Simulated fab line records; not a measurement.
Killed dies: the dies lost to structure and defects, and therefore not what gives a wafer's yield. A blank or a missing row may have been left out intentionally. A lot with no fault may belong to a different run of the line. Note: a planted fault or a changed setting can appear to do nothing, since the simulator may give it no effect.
Chamber matching || flow gf180mcu || 4 sister chambers for GF_V4_CMP_26 on cmp-01
The step polishes, stops on SiO2, t overpolish 15 s, target thk 0 nm. 4 wafers are shown with their chamber, then 7 later ones without.

WAFERS PAIRED WITH THEIR CHAMBERS
{"wafer": "L283.2", "chamber": 1, "motor_current_A (A)": 12.8}
{"wafer": "L284.4", "chamber": 2, "motor_current_A (A)": 9.3}
{"wafer": "L285.1", "chamber": 3, "motor_current_A (A)": 8.9}
{"wafer": "L285.2", "chamber": 0, "motor_current_A (A)": 11.9}

WAFERS WITH NO CHAMBER GIVEN
{"wafer": "L285.5", "motor_current_A (A)": 11.9}
{"wafer": "L287.3", "motor_current_A (A)": 11.7}
{"wafer": "L287.5", "motor_current_A (A)": 9.5}
{"wafer": "L287.6", "motor_current_A (A)": 12.0}
{"wafer": "L290.1", "motor_current_A (A)": 12.1}
{"wafer": "L290.3", "motor_current_A (A)": 9.0}
{"wafer": "L290.5", "motor_current_A (A)": 11.9}

WHICH CHAMBER EACH WENT THROUGH
{"wafer": "L285.5", "from the rows above": 0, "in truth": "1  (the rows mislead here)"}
{"wafer": "L287.3", "from the rows above": 0, "in truth": 0}
{"wafer": "L287.5", "from the rows above": 2, "in truth": 2}
{"wafer": "L287.6", "from the rows above": 0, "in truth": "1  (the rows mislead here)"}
{"wafer": "L290.1", "from the rows above": 0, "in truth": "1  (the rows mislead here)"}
{"wafer": "L290.3", "from the rows above": "can't be placed: 3 or 2", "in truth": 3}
{"wafer": "L290.5", "from the rows above": 0, "in truth": 0}
3 of 7 placed correctly. These rows do not allow placing 1 (true chamber among the candidates in 1). Placed wrongly: 3.
How it was worked out, from the rows above alone: a wafer's distance from a chamber is the root of the sum, over the readings, of the square of ((its reading less the chamber's mean) divided by the reading's scatter). If the next closest chamber is less than 2 further off than the closest, the wafer can't be placed; otherwise it belongs to the closest. Each chamber's mean is taken over the wafers shown for it. The scatter (one wafer shown for each chamber): square how far every hidden wafer sits from the nearest shown wafer, average those squares and take the square root.
